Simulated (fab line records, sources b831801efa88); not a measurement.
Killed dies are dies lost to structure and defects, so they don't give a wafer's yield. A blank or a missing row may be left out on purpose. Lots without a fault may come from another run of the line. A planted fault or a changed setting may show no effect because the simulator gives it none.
fab line records | flow sky130
record lots=6 wafers=18 last_day=51
route steps=708 shown VT_ADJUST_HVTR@139 VT_ADJUST_PCH@143 SONOS_TUNNEL@154 PAD_OPEN@708
lots that met no fault: from a run of the same line without faults
start_h: hours from the record's first day to the start of the lot's first wafer shown | wait_h: hours since the lot's step before | " the same as in the row above | L1.1+2: a row that stands for several wafers | - no value, or no start given | * or withheld: withheld | < > ~ a bound
route shown NAME@n: a module of which the file shows steps, and the number in the route of the first | usual: mean/standard deviation of fault-free wafers | same: alike in all rows | chamber/n: place in a boat | sites: the reading at each site | _std_site: their standard deviation | _edge_site: outer sites' mean less inner sites' | radius_mm: how far each site lies from the wafer's centre | mask NAME#n: copy n | behind: the tool/chamber that last shaped the wafer | hold: why the lot was held/for how many hours/how that ended | device: the transistor (n, p or np) that didn't switch | end of line: the same wafers' tests at the end of the route | a step without rows: its recipe alone | killed: dies lost to structure and defects at the first sort, not the wafer's yield | map: a wafer's dies, x killed, . not, _ none there
set.NAME: the setting as run; set.NAME@STEP: as run at that earlier step | model.NAME: the simulator's own value behind a step, which no gauge read
lots at some steps of the route; a table a step, a row a wafer
services: from which hour (start_h, from the record's first day; less than 0 if before it) a tool's chamber was out of use, for how many hours, and why
## steps
# step SKY_VT_ADJUST_HVTR_OVL_MEAS_08
# usual VT_ADJUST_HVTR_OVL=-0.7/1.5
# columns lot.wafer tool chamber start_h wait_h VT_ADJUST_HVTR_OVL[nm]
L582.1 overlay-02 - 232.75 0.1 1.8
L582.3 " - " " 1.8
L582.4 " - " " 2.5
L590.2 overlay-02 - 284.43 0.1 0.7
L590.3 " - " " 0.5
L590.4 " - " " 0.3
L591.1 overlay-01 - 289.27 0.1 -3.4
L591.2 " - " " -2.4
L591.3 " - " " -3.1
L597.1 overlay-02 - 334.47 0.1 -1.5
L597.2 " - " " -2.7
L597.4 " - " " -2.6
L601.2 overlay-02 - 374.68 0.1 0.0
L601.4 " - " " 0.5
L601.5 " - " " 0.4
L602.1 overlay-01 - 377.77 0.1 -0.7
L602.3 " - " " -2.4
L602.4 " - " " -2.2
# step SKY_VT_ADJUST_HVTR_IMPLANT_09
# recipe species=B energy_kev=10 dose_cm2=2.1e+12 tilt_deg=withheld
# step SKY_VT_ADJUST_HVTR_STRIP_10
# recipe chemistry=O2/N2 power_w=1400 pressure_mtorr=1500 platen_temp_c=withheld o2_flow_sccm=3000 n2_flow_sccm=300 overash_fraction=0.5
# usual chamber_pressure_mTorr=1500.1/1.3 drypump_motor_current_A=5.7/0.41 oes_product_au=0.716/0.0044 strip_time_to_endpoint_s=14.17/0.044
# columns lot.wafer tool chamber start_h wait_h chamber_pressure_mTorr drypump_motor_current_A oes_product_au rf_hours_counter_h strip_time_to_endpoint_s
L582.1 plasma_asher-01 0 232.94 0.1 1499.9 5.0 0.712 54 14.18
L582.3 " 0 " " 1498.7 5.0 0.711 - 14.18
L582.4 " 1 " " 1500.4 5.7 0.709 - 14.21
L590.2 plasma_asher-01 1 284.61 0.1 1500.2 5.7 0.714 59 14.20
L590.3 " 1 " " 1499.8 5.7 0.708 - 14.14
L590.4 " 0 " " 1499.1 5.0 0.710 - 14.17
L591.1 plasma_asher-02 1 289.46 0.1 1502.3 6.3 0.713 15 14.13
L591.2 " 0 " " 1498.6 5.7 0.717 15 14.14
L591.3 " 1 " " 1500.0 6.3 0.716 - 14.15
L597.1 plasma_asher-01 0 334.66 0.1 1500.8 5.0 0.723 64 14.25
L597.2 " 1 " " 1501.2 5.7 0.724 64 14.20
L597.4 " 0 " " 1497.6 5.0 0.719 - 14.26
L601.2 plasma_asher-02 1 374.86 0.1 1501.9 6.4 0.714 24 14.19
L601.4 " 1 " " 1500.7 6.3 0.718 - 14.15
L601.5 " 0 " " 1498.8 5.7 0.714 - 14.16
L602.1 plasma_asher-03 1 377.95 0.1 1501.2 5.6 0.714 55 14.19
L602.3 " 1 " " 1499.5 5.6 0.723 - 14.18
L602.4 " 0 " " 1500.6 5.7 0.721 - 14.20
# step SKY_VT_ADJUST_HVTR_TW_MEAS_11
# usual VT_ADJUST_HVTR_TW=212.3/0.89
# columns lot.wafer tool chamber start_h wait_h VT_ADJUST_HVTR_TW
L582.1 film_metro-01 - 233.04 0.1 211.4
L582.3 " - " " 211.5
L582.4 " - " " 212.2
L590.2 film_metro-04 - 284.72 0.1 212.7
L590.3 " - " " 212.7
L590.4 " - " " 211.9
L591.1 film_metro-04 - 289.56 0.1 211.5
L591.2 " - " " 211.3
L591.3 " - " " 213.7
L597.1 film_metro-02 - 334.76 0.1 212.5
L597.2 " - " " 212.0
L597.4 " - " " 213.1
L601.2 film_metro-04 - 374.97 0.1 212.6
L601.4 " - " " 213.5
L601.5 " - " " 213.1
L602.1 film_metro-01 - 378.05 0.1 211.9
L602.3 " - " " 212.1
L602.4 " - " " 211.2
# step SKY_VT_ADJUST_PCH_DEHYDRATE_00
# recipe temp_c=200 time_s=60
# step SKY_VT_ADJUST_PCH_HMDS_01
# recipe prime_time_s=60 prime_temp_c=120
# step SKY_VT_ADJUST_PCH_COAT_02
# recipe spin_rpm=2000 resist_thk_nm=3000
# step SKY_VT_ADJUST_PCH_SOFTBAKE_03
# recipe temp_c=110 time_s=withheld
# step SKY_VT_ADJUST_PCH_EXPOSE_04
# recipe mask_id=NWM na=0.6 source_shape=conventional sigma_outer=0.6 polarization=unpolarized target_cd_nm=840 dose_mj=255
# step SKY_VT_ADJUST_PCH_PEB_05
# recipe temp_c=115 time_s=withheld
# step SKY_VT_ADJUST_PCH_DEVELOP_06
# recipe wall_angle_deg=90 developer=TMAH develop_time_s=60 dev_temp_c=23
# step SKY_VT_ADJUST_PCH_OVL_MEAS_07
# usual VT_ADJUST_PCH_OVL=-0.3/1.4
# columns lot.wafer tool chamber start_h wait_h VT_ADJUST_PCH_OVL[nm]
L582.1 overlay-02 - 256.35 - -3.0
L582.3 " - " " -3.5
L582.4 " - " " -3.6
L590.2 overlay-02 - 309.65 - 1.5
L590.3 " - " " -0.3
L590.4 " - " " -0.6
L591.1 overlay-01 - 315.15 - 0.6
L591.2 " - " " 0.0
L591.3 " - " " -0.1
L597.1 overlay-02 - 363.40 - -2.2
L597.2 " - " " -1.8
L597.4 " - " " -2.4
L601.2 overlay-02 - 403.80 - -1.2
L601.4 " - " " -0.3
L601.5 " - " " -0.9
L602.1 overlay-02 - 408.10 - -1.3
L602.3 " - " " -1.0
L602.4 " - " " -0.5
# step SKY_VT_ADJUST_PCH_IMPLANT_08
# recipe species=B energy_kev=10.06 dose_cm2=5e+11 tilt_deg=withheld
# usual end_station_pressure_torr=5e-06/2.6e-07
# columns lot.wafer tool chamber start_h wait_h end_station_pressure_torr
L582.1 implanter-01 0 256.39 0.0 4.84e-06
L582.3 " 0 " " 4.89e-06
L582.4 " 0 " " 5.04e-06
L590.2 implanter-03 0 309.71 0.0 5.13e-06
L590.3 " 0 " " 4.76e-06
L590.4 " 0 " " 5.11e-06
L591.1 implanter-03 0 315.18 0.0 5.48e-06
L591.2 " 0 " " 4.68e-06
L591.3 " 0 " " 5.07e-06
L591.1 implanter-03 0 315.50 0.3 5.09e-06
L591.2 " 0 " " 5.04e-06
L591.3 " 0 " " 5.15e-06
L597.1 implanter-01 0 363.43 0.0 4.92e-06
L597.2 " 0 " " 4.96e-06
L597.4 " 0 " " 5.07e-06
L597.1 implanter-01 0 363.75 0.3 4.85e-06
L597.2 " 0 " " 4.96e-06
L597.4 " 0 " " 5.05e-06
L601.2 implanter-01 0 403.86 0.0 4.95e-06
L601.4 " 0 " " 4.56e-06
L601.5 " 0 " " 4.92e-06
L602.1 implanter-03 0 408.13 0.0 5.01e-06
L602.3 " 0 " " 4.71e-06
L602.4 " 0 " " 4.84e-06
# step SKY_VT_ADJUST_PCH_STRIP_09
# recipe chemistry=O2/N2 power_w=1400 pressure_mtorr=1500 platen_temp_c=withheld o2_flow_sccm=3000 n2_flow_sccm=300 overash_fraction=0.5
# usual chamber_pressure_mTorr=1500.1/1.3 drypump_motor_current_A=5.6/0.33 oes_product_au=0.722/0.0043 strip_time_to_endpoint_s=36.92/0.12
# columns lot.wafer tool chamber start_h wait_h chamber_pressure_mTorr drypump_motor_current_A oes_product_au rf_hours_counter_h strip_time_to_endpoint_s
L582.1 plasma_asher-01 1 256.54 0.1 1499.7 5.7 0.720 56 36.93
L582.3 " 0 " " 1501.5 5.0 0.722 - 36.93
L582.4 " 1 " " 1498.4 5.7 0.726 - 36.88
L590.2 plasma_asher-03 1 309.83 0.1 1499.3 5.6 0.723 48 36.90
L590.3 " 1 " " 1501.0 5.6 0.724 - 36.80
L590.4 " 0 " " 1500.6 5.7 0.731 - 36.80
L591.1 plasma_asher-01 1 315.65 0.1 1499.4 5.7 0.726 62 36.68
L591.2 " 0 " " 1503.6 5.0 0.727 62 36.63
L591.3 " 0 " " 1501.4 5.0 0.726 - 36.65
L597.1 plasma_asher-01 1 363.90 0.1 1499.8 5.7 0.725 66 37.05
L597.2 " 0 " " 1499.6 5.0 0.725 66 36.92
L597.4 " 0 " " 1499.7 5.0 0.727 - 37.01
L601.2 plasma_asher-04 0 403.98 0.1 1503.3 6.2 0.716 71 37.03
L601.4 " 0 " " 1500.1 6.2 0.725 - 37.07
L601.5 " 1 " " 1499.8 5.7 0.725 - 37.04
L602.1 plasma_asher-04 0 408.28 0.1 1498.7 6.2 0.714 72 37.04
L602.3 " 0 " " 1501.3 6.1 0.723 - 37.09
L602.4 " 1 " " 1501.3 5.7 0.717 - 36.97
# step SKY_VT_ADJUST_PCH_TW_MEAS_10
# usual VT_ADJUST_PCH_TW=143.6/1.4
# columns lot.wafer tool chamber start_h wait_h VT_ADJUST_PCH_TW
L582.1 film_metro-04 - 256.64 0.1 143.4
L582.3 " - " " 143.4
L582.4 " - " " 143.3
L590.2 film_metro-02 - 309.94 0.1 144.0
L590.3 " - " " 144.6
L590.4 " - " " 144.3
L591.1 film_metro-04 - 315.75 0.1 172.0
L591.2 " - " " 172.8
L591.3 " - " " 172.5
L597.1 film_metro-04 - 364.00 0.1 172.9
L597.2 " - " " 173.9
L597.4 " - " " 173.6
L601.2 film_metro-04 - 404.09 0.1 145.0
L601.4 " - " " 144.4
L601.5 " - " " 144.1
L602.1 film_metro-04 - 408.38 0.1 143.8
L602.3 " - " " 143.0
L602.4 " - " " 144.0
# step SKY_SONOS_TUNNEL_DEHYDRATE_00
# recipe temp_c=200 time_s=60
# step SKY_PAD_OPEN_PROBE_99
# usual killed_at_M0_to_M3=43/7.5 killed_at_M4_up=3.2/1.9 killed_at_contacts=24/5.6 killed_at_front_end=15/4.8 killed_at_other=0.2/0.54 killed_dies=86/11 killed_open=47/7.6 killed_short=39/7.1
# same gross_dies=492 killed_at_back_side=0
# columns lot.wafer tool chamber start_h wait_h killed_at_M0_to_M3 killed_at_M4_up killed_at_contacts killed_at_front_end killed_at_other killed_dies killed_open killed_short model.etest.nfet_16v.r_on_ohm_um model.etest.pfet_g5v0d10v5.r_on_ohm_um model.etest.tip_p.rs_ohm_sq model.etest.tip_p_5v.rs_ohm_sq model.etest.pfet_g5v0d10v5.drive_ua_um model.etest.pfet_01v8_lvt.drive_ua_um model.etest.pfet_16v.drive_ua_um model.etest.pfet_01v8.drive_ua_um
L582.1 prober-01 - 1118.65 0.1 43 0 17 15 0 75 40 35 1.407e+04 4753 6845 2859 343 174.4 238.2 191.1
L582.3 prober-01 - 1118.75 0.2 28 2 16 14 0 60 30 30 1.406e+04 4721 6868 2840 345.4 174.1 237.4 194.6
L582.4 prober-01 - 1118.80 0.2 44 4 22 13 0 83 45 38 1.412e+04 4746 6842 2829 342.6 176 238.9 198.5
L590.2 prober-02 - 1156.93 0.1 38 4 19 28 0 89 54 35 1.389e+04 4792 6903 2850 336.5 172.1 236.8 191.5
L590.3 prober-02 - 1156.98 0.2 45 8 14 20 0 87 52 35 1.381e+04 4831 6904 2830 338.1 168.4 237.8 185.3
L590.4 prober-02 - 1157.03 0.2 43 1 26 31 0 101 63 38 1.375e+04 4763 6907 2862 342.2 170.4 240.6 185.8
L591.1 prober-01 - 1161.21 0.1 55 1 31 24 0 111 59 52 1.46e+04 4550 6584 2768 360.9 188.2 257.8 203.9
L591.2 prober-01 - 1161.26 0.1 50 3 21 18 1 93 45 48 1.466e+04 4524 6590 2771 365.2 188.3 254.4 202.6
L591.3 prober-01 - 1161.31 0.2 41 2 23 17 0 83 51 32 1.468e+04 4481 6629 2763 364.1 191.5 260.5 208.5
L597.1 prober-01 - 1190.81 0.1 52 5 28 6 0 91 49 42 1.485e+04 4539 6934 2824 360.7 186.6 254 192.9
L597.2 prober-01 - 1190.86 0.1 51 9 23 18 0 101 55 46 1.468e+04 4569 6923 2805 358.8 186.4 255.1 198.2
L597.4 prober-01 - 1190.96 0.2 42 3 23 9 0 77 42 35 1.476e+04 4551 6873 2816 360.8 190.4 259.9 201.9
L601.2 prober-01 - 1214.26 0.1 37 3 30 15 0 85 55 30 1.443e+04 4730 6864 2833 340.4 176.8 241.6 201.7
L601.4 prober-01 - 1214.36 0.2 53 4 25 11 0 93 48 45 1.424e+04 4708 6863 2827 346.1 174.9 245.1 198.3
L601.5 prober-01 - 1214.41 0.2 47 5 19 20 0 91 53 38 1.426e+04 4759 6861 2801 345.4 173.8 241.4 194.3
L602.1 prober-02 - 1215.01 0.1 42 0 31 20 0 93 44 49 1.415e+04 4755 6674 2860 340.7 173.3 244.3 192.9
L602.3 prober-02 - 1215.11 0.2 41 1 18 13 0 73 40 33 1.415e+04 4784 6653 2858 339.8 172.5 243.2 188.4
L602.4 prober-02 - 1215.16 0.2 39 6 22 19 0 86 49 37 1.406e+04 4764 6659 2872 341.4 176.3 244.2 200.3
# killed by level:class
L582.1 METAL1:geometric_particle:short=9 CONTACT:geometric_particle:open=8 VIA1:geometric_particle:open=8 VIA2:geometric_particle:open=8 FIELD_ISO:geometric_particle:open=5 LI_CONTACT:geometric_particle:short=4 VIA2:geometric_particle:short=4 METAL3:geometric_particle:short=4
L582.3 METAL2:geometric_particle:short=9 CONTACT:geometric_particle:open=5 VIA1:geometric_particle:open=5 FIELD_ISO:geometric_particle:open=4 FIELD_ISO:geometric_particle:short=4 LI_CONTACT:geometric_particle:open=4 CONTACT:geometric_particle:short=3 METAL1:geometric_particle:short=3
L582.4 VIA1:geometric_particle:open=14 CONTACT:geometric_particle:open=8 FIELD_ISO:geometric_particle:short=5 LI_CONTACT:geometric_particle:open=5 LOCAL_INTERCONNECT:geometric_particle:short=5 VIA3:geometric_particle:open=4 METAL2:geometric_particle:short=4 VIA2:geometric_particle:open=4
L590.2 VIA3:geometric_particle:open=10 FIELD_ISO:geometric_particle:open=9 VIA1:geometric_particle:open=8 LI_CONTACT:geometric_particle:open=7 CONTACT:geometric_particle:open=7 POLY_GATE:geometric_particle:open=6 FIELD_ISO:geometric_particle:short=5 POLY_GATE:geometric_particle:short=5
L590.3 VIA1:geometric_particle:open=13 VIA3:geometric_particle:open=8 LI_CONTACT:geometric_particle:open=6 POLY_GATE:geometric_particle:short=5 CONTACT:geometric_particle:open=5 VIA2:geometric_particle:open=5 METAL2:geometric_particle:short=5 FIELD_ISO:geometric_particle:open=4
L590.4 FIELD_ISO:geometric_particle:open=13 VIA1:geometric_particle:open=12 CONTACT:geometric_particle:open=9 LI_CONTACT:geometric_particle:open=9 FIELD_ISO:geometric_particle:short=5 POLY_GATE:geometric_particle:short=5 POLY_GATE:geometric_particle:open=5 METAL1:geometric_particle:short=5
L591.1 VIA1:geometric_particle:open=13 VIA2:geometric_particle:open=9 LI_CONTACT:geometric_particle:open=8 FIELD_ISO:geometric_particle:open=7 POLY_GATE:geometric_particle:short=7 CONTACT:geometric_particle:short=7 CONTACT:geometric_particle:open=7 LI_CONTACT:geometric_particle:short=6
L591.2 VIA1:geometric_particle:open=11 METAL1:geometric_particle:short=9 CONTACT:geometric_particle:open=8 VIA2:geometric_particle:open=8 VIA3:geometric_particle:open=7 FIELD_ISO:geometric_particle:short=6 FIELD_ISO:geometric_particle:open=6 CONTACT:geometric_particle:short=6
L591.3 LI_CONTACT:geometric_particle:open=9 CONTACT:geometric_particle:open=8 VIA1:geometric_particle:open=8 FIELD_ISO:geometric_particle:open=6 METAL1:geometric_particle:short=6 VIA1:geometric_particle:short=5 CONTACT:geometric_particle:short=4 METAL2:geometric_particle:short=4
L597.1 VIA1:geometric_particle:open=15 CONTACT:geometric_particle:open=11 VIA2:geometric_particle:open=9 METAL1:geometric_particle:short=7 VIA1:geometric_particle:short=7 CONTACT:geometric_particle:short=5 LI_CONTACT:geometric_particle:short=4 LI_CONTACT:geometric_particle:open=4
L597.2 VIA1:geometric_particle:open=12 VIA3:geometric_particle:open=9 CONTACT:geometric_particle:open=8 VIA1:geometric_particle:short=7 METAL4:geometric_particle:short=6 METAL1:geometric_particle:short=5 POLY_GATE:geometric_particle:open=5 POLY_GATE:geometric_particle:short=4
L597.4 CONTACT:geometric_particle:open=9 LI_CONTACT:geometric_particle:open=7 METAL1:geometric_particle:short=7 VIA1:geometric_particle:open=7 METAL2:geometric_particle:short=7 VIA3:geometric_particle:open=7 FIELD_ISO:geometric_particle:short=5 VIA1:geometric_particle:short=5
L601.2 VIA1:geometric_particle:open=16 CONTACT:geometric_particle:open=11 VIA2:geometric_particle:open=7 POLY_GATE:geometric_particle:open=7 CONTACT:geometric_particle:short=7 LI_CONTACT:geometric_particle:open=5 METAL2:geometric_particle:short=4 LOCAL_INTERCONNECT:geometric_particle:short=4
L601.4 VIA1:geometric_particle:open=12 LI_CONTACT:geometric_particle:open=8 CONTACT:geometric_particle:open=8 VIA3:geometric_particle:open=8 METAL2:geometric_particle:short=7 VIA1:geometric_particle:short=6 VIA3:geometric_particle:short=5 LOCAL_INTERCONNECT:geometric_particle:short=4
L601.5 VIA1:geometric_particle:open=12 VIA3:geometric_particle:open=9 CONTACT:geometric_particle:open=7 LOCAL_INTERCONNECT:geometric_particle:short=6 FIELD_ISO:geometric_particle:short=5 POLY_GATE:geometric_particle:open=5 LI_CONTACT:geometric_particle:open=5 VIA2:geometric_particle:short=5
L602.1 CONTACT:geometric_particle:short=9 VIA2:geometric_particle:open=8 POLY_GATE:geometric_particle:short=7 LI_CONTACT:geometric_particle:open=7 VIA1:geometric_particle:open=6 POLY_GATE:geometric_particle:open=5 LI_CONTACT:geometric_particle:short=5 CONTACT:geometric_particle:open=5
L602.3 VIA1:geometric_particle:open=9 VIA3:geometric_particle:open=8 CONTACT:geometric_particle:open=6 METAL2:geometric_particle:short=5 FIELD_ISO:geometric_particle:short=4 LI_CONTACT:geometric_particle:short=4 CONTACT:geometric_particle:short=4 VIA2:geometric_particle:open=4
L602.4 CONTACT:geometric_particle:open=13 VIA1:geometric_particle:open=8 METAL2:geometric_particle:short=6 FIELD_ISO:geometric_particle:short=4 POLY_GATE:geometric_particle:open=4 POLY_GATE:geometric_particle:short=4 CONTACT:geometric_particle:short=4 VIA2:geometric_particle:short=4
## services
# columns tool chamber start_h hours kind
implanter-01 - 227.52 10.2 repair
implanter-03 - 243.46 0.7 repair
plasma_asher-01 - 247.29 0.4 repair
plasma_asher-03 - 250.99 3.5 repair
implanter-03 - 255.02 3.5 repair
plasma_asher-02 - 258.90 4.5 repair
implanter-03 - 267.63 3.1 repair
implanter-01 - 290.38 4.5 repair
implanter-01 - 306.59 4.3 pm
implanter-01 - 369.62 4.0 pm
implanter-03 - 382.02 4.3 repair
implanter-03 - 386.29 3.3 pm
implanter-03 - 399.62 3.4 repair
## key
first_sign step=SKY_VT_ADJUST_PCH_IMPLANT_08 reading=visit direction=added
effect step=SKY_VT_ADJUST_PCH_TW_MEAS_10 reading=VT_ADJUST_PCH_TW direction=up sigmas=21 usual=143.6 struck=172.9
model_effect step=SKY_PAD_OPEN_PROBE_99 value=etest.nfet_16v.r_on_ohm_um without=1.402e+04 struck=1.471e+04
met_at SKY_VT_ADJUST_PCH_IMPLANT_08
struck_wafers L591.1,L591.2,L591.3,L597.1,L597.2,L597.4
tester_left_out L591,L597
fault kind=repeated_step_whole tool=implanter-01,implanter-02,implanter-03 chamber=- onset_h=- steps=SKY_VT_ADJUST_PCH_IMPLANT_08 times=1 scope=struck_lots_only
# tester_left_out: of these lots the tester's yield and bins aren't shown, on N5 and GAA mostly nor the transistor test; their killed dies are dies lost to structure and defects alone, not to doping, threshold or leakage, so they don't give the yield
